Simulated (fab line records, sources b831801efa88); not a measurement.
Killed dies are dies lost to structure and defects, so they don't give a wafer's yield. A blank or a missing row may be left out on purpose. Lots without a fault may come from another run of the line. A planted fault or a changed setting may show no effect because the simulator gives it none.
A struck lot beside a sound one | flow sky130 | 17 steps out of a route of 708
Sound: wafers L982.2, L982.3, L982.6. Struck: wafers L984.4, L984.5, L984.6. The cause comes at the end.
At each step with rows: each side's tool, then ch and its chambers, then its first start. Under that, the readings that differ: sound wafers | struck wafers | difference of the means | sigmas: that difference in standard deviations of wafers without a fault.
alike: readings whose means differ by less than 2 such deviations, and words and numbers that are the same on both sides. not compared: withheld readings, readings that some wafer has no value for, bounds like >300 that may hide the same value, and numbers for which the record gives no deviation and whose values overlap.
The two part at a step that has a row with sigmas, a row that says differs or no value, or rows on one side only. Numbers that don't overlap but have no deviation are shown without sigmas and don't part them. A reading that every wafer of one side lacks parts them only if that side has two wafers or more.

first, 5 steps without rows for these wafers: SKY_VT_ADJUST_LVTN_COAT_02 (resist thk 3000 nm); SKY_VT_ADJUST_LVTN_SOFTBAKE_03; SKY_VT_ADJUST_LVTN_EXPOSE_04 (exposes mask NWM COMPLEMENT LESS NATIVE, target cd 840 nm); SKY_VT_ADJUST_LVTN_PEB_05; SKY_VT_ADJUST_LVTN_DEVELOP_06 (develop time 60 s).
SKY_VT_ADJUST_LVTN_OVL_MEAS_07:
  sound on overlay-02, day 8 19:46; struck on overlay-02, day 9 09:01
  alike: VT_ADJUST_LVTN_OVL
then, 1 step without rows for these wafers: SKY_VT_ADJUST_LVTN_IMPLANT_08.
SKY_VT_ADJUST_LVTN_STRIP_09: strips in O2/N2.
  sound on plasma_asher-01 ch 0, day 8 19:57; struck on plasma_asher-03 ch 0,1, day 9 09:13
  alike: drypump_motor_current_A, oes_product_au, strip_time_to_endpoint_s
  not compared: rf_hours_counter_h
SKY_VT_ADJUST_LVTN_TW_MEAS_10:
  sound on film_metro-03, day 8 20:04; struck on film_metro-04, day 9 09:19
  alike: VT_ADJUST_LVTN_TW
then, 3 steps without rows for these wafers: SKY_VT_ADJUST_LVTN_DEHYDRATE_11 (time 60 s); SKY_VT_ADJUST_LVTN_HMDS_12 (prime time 60 s); SKY_VT_ADJUST_LVTN_COAT_13 (resist thk 1140 nm).
SKY_VT_ADJUST_LVTN_SOFTBAKE_14: time 60 s.
  sound on litho_track-02 ch 0, day 9 06:59; struck on litho_track-02 ch 0, day 9 18:44
  reading                                             | sound             | struck               | difference | sigmas
  run_length_s (s)                                    | 88.89 88.79 88.72 | 108.50 108.51 108.45 | +19.69     | +79
  model.NOVOLAK_of_VT_ADJUST_LVTN_COAT_13.thk_nm (nm) | 1139 1141 1138    | 1136 1136 1135       | -4         |
  alike: chill_plate_temp_C
then, 2 steps without rows for these wafers: SKY_VT_ADJUST_LVTN_EXPOSE_15 (exposes mask HVN STD DERIVED, target cd 600 nm); SKY_VT_ADJUST_LVTN_PEB_16.
SKY_VT_ADJUST_LVTN_DEVELOP_17: develop time 60 s.
  sound on litho_track-02 ch 0, day 9 16:38; struck on litho_track-01 ch 0, day 10 05:23
  reading                                             | sound          | struck         | difference | sigmas
  model.NOVOLAK_of_VT_ADJUST_LVTN_COAT_13.thk_nm (nm) | 1139 1140 1138 | 1136 1136 1135 | -3         |
  alike: chill_plate_temp_C
SKY_VT_ADJUST_LVTN_OVL_MEAS_18:
  sound on overlay-02, day 9 16:46; struck on overlay-02, day 10 05:29
  alike: VT_ADJUST_LVTN_01_OVL

WHERE THEY PART
Only at SKY_VT_ADJUST_LVTN_SOFTBAKE_14, within this record. Later steps at which nothing parts them and some readings are alike: SKY_VT_ADJUST_LVTN_DEVELOP_17, SKY_VT_ADJUST_LVTN_OVL_MEAS_18.

WHY: what the simulator had put in
Process parameter drift: litho_track-02, from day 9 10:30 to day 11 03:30, at SKY_VT_ADJUST_LVTN_SOFTBAKE_14. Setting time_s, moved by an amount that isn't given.
